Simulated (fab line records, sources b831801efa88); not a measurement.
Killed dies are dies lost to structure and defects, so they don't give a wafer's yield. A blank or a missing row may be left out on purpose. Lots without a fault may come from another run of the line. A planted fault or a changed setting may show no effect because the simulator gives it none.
Which tool did it? | flow sky130 | 12 lots, 36 wafers sampled, at 6 steps of a route of 708

WHAT THE GAUGES READ, wafer by wafer
SKY_LDD_HVP_OVL_MEAS_07. Usual: LDD_HVP_OVL 0.9 nm, standard deviation 1.3.
lot  | measured     | on         | LDD_HVP_OVL (nm) | flag
L234 | day 22 13:23 | overlay-01 | 1.5 1.1 1.4      |
L235 | day 22 20:35 | overlay-01 | 3.4 0.6 1.0      |
L239 | day 24 05:50 | overlay-02 | -0.8 -0.2 -1.2   |
L246 | day 27 01:40 | overlay-01 | 1.7 1.4 0.8      |
L247 | day 27 09:44 | overlay-01 | 0.9 -1.1 -0.2    |
L248 | day 27 16:55 | overlay-01 | 0.0 1.0 1.4      |
L249 | day 27 20:07 | overlay-01 | 0.8 -0.5 3.1     |
L251 | day 28 14:44 | overlay-02 | 1.5 2.5 2.0      |
L252 | day 28 20:23 | overlay-01 | 0.3 0.3 2.0      |
L253 | day 29 02:23 | overlay-02 | 3.6 3.6 3.2      |
L254 | day 29 06:16 | overlay-02 | 3.2 1.9 3.2      |
L255 | day 29 13:59 | overlay-02 | 0.5 0.3 0.7      |

SKY_POLY_CUT_OVL_MEAS_09. Usual: POLY_CUT_OVL -1 nm, standard deviation 4.7.
lot  | measured     | on         | POLY_CUT_OVL (nm) | flag
L234 | day 25 04:05 | overlay-02 | 4 -7 1            |
L235 | day 25 10:59 | overlay-02 | -1 -6 8           |
L239 | day 26 19:02 | overlay-01 | -10 -4 -14        |
L246 | day 29 13:34 | overlay-01 | 7 0 -3            |
L247 | day 29 22:58 | overlay-02 | -4 0 4            |
L248 | day 30 02:56 | overlay-02 | 3 2 5             |
L249 | day 30 06:59 | overlay-01 | -5 6 -4           |
L251 | day 31 01:09 | overlay-01 | -2 -1 2           |
L252 | day 31 07:28 | overlay-02 | 3 5 -5            |
L253 | day 31 12:25 | overlay-02 | 7 -2 5            |
L254 | day 31 16:44 | overlay-02 | -5 8 -1           |
L255 | day 32 00:22 | overlay-01 | -9 -1 1           |

SKY_SD_P_CD_MEAS_07: target cd 380 nm. Usual: cd_nm 380.1 nm, standard deviation 2.5.
lot  | measured     | on        | cd_nm (nm)        | flag
L234 | day 26 09:16 | cd_sem-01 | 384.5 379.2 379.4 |
L235 | day 26 15:31 | cd_sem-02 | 377.2 377.3 375.2 |
L239 | day 28 00:21 | cd_sem-01 | - - -             | OFF
L246 | day 30 16:55 | cd_sem-02 | 380.7 382.7 382.1 |
L247 | day 31 02:59 | cd_sem-02 | 380.3 379.5 381.2 |
L248 | day 31 06:59 | cd_sem-02 | 378.4 376.9 378.8 |
L249 | day 31 10:56 | cd_sem-01 | 385.9 383.0 386.1 |
L251 | day 32 04:05 | cd_sem-02 | 382.6 380.3 381.2 |
L252 | day 32 10:34 | cd_sem-02 | 383.0 378.9 377.0 |
L253 | day 32 15:30 | cd_sem-02 | 379.1 381.0 381.1 |
L254 | day 32 20:06 | cd_sem-02 | 377.2 381.4 378.7 |
L255 | day 33 03:33 | cd_sem-02 | 377.2 380.9 380.5 |

SKY_SD_P_TW_MEAS_11. Usual: SD_P_TW 2855, standard deviation 23.
lot  | measured     | on            | SD_P_TW        | flag
L234 | day 26 09:40 | film_metro-04 | 2795 2815 2812 |
L235 | day 26 15:55 | film_metro-01 | 2845 2855 2855 |
L239 | day 28 00:46 | film_metro-01 | 30 30 30       | OFF
L246 | day 30 17:19 | film_metro-01 | 2861 2858 2859 |
L247 | day 31 03:22 | film_metro-01 | 2862 2840 2860 |
L248 | day 31 07:24 | film_metro-01 | 2875 2854 2864 |
L249 | day 31 11:19 | film_metro-04 | 2841 2841 2851 |
L251 | day 32 04:28 | film_metro-02 | 2917 2890 2910 |
L252 | day 32 10:58 | film_metro-04 | 2853 2850 2833 |
L253 | day 32 15:55 | film_metro-04 | 2861 2839 2864 |
L254 | day 32 20:31 | film_metro-01 | 2837 2841 2847 |
L255 | day 33 03:56 | film_metro-04 | 2842 2851 2834 |

WHICH TOOL RAN EACH LOT (tool, then ch and the chambers of the sampled wafers, then the start)
lot  | SKY_LDD_N_STRIP_16                   | SKY_SD_P_EXPOSE_04
L234 | plasma_asher-01 ch 0,1, day 18 16:28 | iline_stepper-02 ch 0, day 25 19:10
L235 | plasma_asher-02 ch 0,1, day 19 00:11 | iline_stepper-02 ch 0, day 26 01:28
L239 | plasma_asher-04 ch 0,1, day 20 11:38 | iline_stepper-02 ch 0, day 27 10:04
L246 | plasma_asher-04 ch 0,1, day 23 10:23 | iline_stepper-01 ch 0, day 30 03:02
L247 | plasma_asher-02 ch 0,1, day 23 16:46 | iline_stepper-01 ch 0, day 30 12:45
L248 | plasma_asher-04 ch 0,1, day 24 01:31 | iline_stepper-01 ch 0, day 30 17:32
L249 | plasma_asher-02 ch 0,1, day 24 04:10 | iline_stepper-02 ch 0, day 30 21:04
L251 | plasma_asher-02 ch 0,1, day 24 23:13 | iline_stepper-02 ch 0, day 31 14:25
L252 | plasma_asher-01 ch 0,1, day 25 04:31 | iline_stepper-02 ch 0, day 31 21:02
L253 | plasma_asher-01 ch 0,1, day 25 12:59 | iline_stepper-01 ch 0, day 32 02:14
L254 | plasma_asher-02 ch 0,1, day 25 16:41 | iline_stepper-02 ch 0, day 32 07:10
L255 | plasma_asher-02 ch 0,1, day 26 00:37 | iline_stepper-01 ch 0, day 32 13:58
- SKY_LDD_N_STRIP_16: strips in O2/N2.
- SKY_SD_P_EXPOSE_04: exposes mask PSDM, target cd 380 nm.

WHAT THE TOOLS THEMSELVES READ (means of the sampled wafers that have a number; where no wafer has one, the mark that the record gives instead)
SKY_LDD_N_STRIP_16. Usual: drypump_motor_current_A 5.8 A, standard deviation 0.64; oes_product_au 0.406 a.u., standard deviation 0.0044; strip_time_to_endpoint_s 4.315 s, standard deviation 0.012.
lot  | tool            | drypump_motor_current_A (A) | oes_product_au (a.u.) | strip_time_to_endpoint_s (s) | flag
L234 | plasma_asher-01 | 5.8                         | 0.407                 | 4.328                        |
L235 | plasma_asher-02 | 5.5                         | 0.407                 | 4.300                        |
L239 | plasma_asher-04 | 6.5                         | 0.407                 | 4.315                        |
L246 | plasma_asher-04 | 6.4                         | 0.407                 | 4.320                        |
L247 | plasma_asher-02 | 6.0                         | 0.402                 | 4.316                        |
L248 | plasma_asher-04 | 6.5                         | 0.407                 | 4.314                        |
L249 | plasma_asher-02 | 5.5                         | 0.404                 | 4.303                        |
L251 | plasma_asher-02 | 5.5                         | 0.405                 | 4.317                        |
L252 | plasma_asher-01 | 5.8                         | 0.409                 | 4.318                        |
L253 | plasma_asher-01 | 5.8                         | 0.403                 | 4.329                        |
L254 | plasma_asher-02 | 5.4                         | 0.403                 | 4.308                        |
L255 | plasma_asher-02 | 5.5                         | 0.405                 | 4.301                        |

THE ANSWER, worked out from the rows above alone
Rule: a lot is off if the mean of its wafers that have a number lies more than 3 standard deviations from the usual mean. A lot without any number at a reading at which 4 lots or more have one is off too. The other lots that the step has rows for count as sound. The gauges are gone through in route order, then the tools' own readings, and for those a lot's mean is taken as printed above. The first step at which some lot is off is used, and at that step the reading that is off furthest; a lot without a number counts as furthest.
Off: L239, at SKY_SD_P_CD_MEAS_07 (cd_nm). Without a number there: L239.
A tool fits if, at a process step before that reading, it ran every lot that is off, and no sound lot after the first of them. The gauges at SKY_SD_P_CD_MEAS_07 aren't tried: what is off there is off at SKY_SD_P_TW_MEAS_11 too, on other tools, and a gauge's error can't cause that. None of those tried fits.

WHAT THE SIMULATOR HAD PUT IN
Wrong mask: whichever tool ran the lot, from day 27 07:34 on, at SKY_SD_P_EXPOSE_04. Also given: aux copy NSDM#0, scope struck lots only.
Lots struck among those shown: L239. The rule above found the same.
